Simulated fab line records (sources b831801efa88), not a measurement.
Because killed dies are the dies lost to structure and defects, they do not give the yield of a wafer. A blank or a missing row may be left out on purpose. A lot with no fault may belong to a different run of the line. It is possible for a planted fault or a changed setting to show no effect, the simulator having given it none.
Code-filled problem report in 8D (eight disciplines) form ; flow sky130 ; the parts of the form that need people (team, actions taken, sign-off) are left out

## 1. PROBLEM STATEMENT
Wafers without a fault read 6.54 s, standard deviation 0.066; stripTimeToEndpointS at SKY_METAL3_STRIP_19 reads a mean of 2.98 s on 2 wafers belonging to 2 lots. That is -54 standard deviations from the usual mean.
The step: strips in O2/N2.
Seen first at day 43 15:03 on plasmaAsher-02, wafer L402.3. Wafers with a number at this step in the record: 42, from 14 lots. Rule for "out" (also "out of limits"): further than 4 standard deviations from the usual mean. Any other wafer with a number is counted as sound.

## 2. WHAT IT IS, WHAT IT ISN'T
question;is;is not
which readings at this step;stripTimeToEndpointS, oesProductAu;drypumpMotorCurrentA
which lots;L402, L404;L387, L388, L389, L390, L391, L392, L394, L395, L399, L406, L407, L408
which wafers of those lots;L402.3, L404.3;L402.4, L402.5, L404.1, L404.2
read on which tools;plasmaAsher-02, plasmaAsher-04;plasmaAsher-03
when;from day 43 15:03;"up to then (29 sound wafers); but 11 sound wafers of L404, L406, L407, L408 came after"

## 3. SUSPECTS, AND WHAT RULES EACH OUT
Counting: a tool at a process step up to the reading stays a suspect if it ran every lot that is out. Sound lots after the first of them don't rule it out here, since some wafers of a struck lot are sound.
- rieDiel-03 at SKY_METAL3_ETCH_17 (etches SiO2 in C4F8/O2/Ar, stops on TiN, time 3.9 s, target depth 15 nm): kept. It ran every lot that is out, first L402 (day 43 14:49); its last sound lot up to then is L387 (day 39 05:28).
- rieMetal-02 at SKY_METAL3_METAL_ETCH_18 (etches the open film in Cl2/BCl3, stops on SiO2, target depth 845 nm, time 183.1 s): kept. It ran every lot that is out, first L402 (day 43 14:54); its last sound lot up to then is L389 (day 39 22:20).
After counting, rieDiel-03 at SKY_METAL3_ETCH_17 and rieMetal-02 at SKY_METAL3_METAL_ETCH_18 remain.

## 4. THE CAUSE (what the simulator had put in)
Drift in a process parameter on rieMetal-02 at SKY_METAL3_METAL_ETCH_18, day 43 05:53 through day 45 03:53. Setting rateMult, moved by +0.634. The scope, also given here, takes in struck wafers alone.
Counting leaves 2 suspects; this tool is one of them.

## 5. SEQUENCE OF EFFECTS, ordered by route
Each row: a reading whose mean over the struck wafers that have a number lies more than 3 standard deviations from the usual. Only readings whose record carries a usual standard deviation are examined. hours: median over the lots of the time between each lot's start at the first step of this table that gives one and its start at this step. sigmas: the change, counted in usual standard deviations.
hours;step;reading;usual;on struck wafers;change;sigmas
0;SKY_METAL3_STRIP_19;oesProductAu;0.503 a.u.;0.355;-0.148;-27
0;SKY_METAL3_STRIP_19;stripTimeToEndpointS;6.54 s;2.98;-3.56;-54
It contains these process steps:
- SKY_METAL3_STRIP_19: strips in O2/N2.

## 6. WHAT WOULD HAVE CAUGHT IT SOONER
The fault began at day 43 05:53; the first out-of-limits reading in this record came at day 43 15:03, 9 hours later.
Of the tool readings at SKY_METAL3_METAL_ETCH_18 for which the record gives a usual standard deviation, none was out on any struck wafer, so an alarm limit of 4 standard deviations on them would not have fired.
L404, from the lots that are out (2), started SKY_METAL3_METAL_ETCH_18 on rieMetal-02 later than day 43 15:03. A hold on the tool at that time would have spared it.
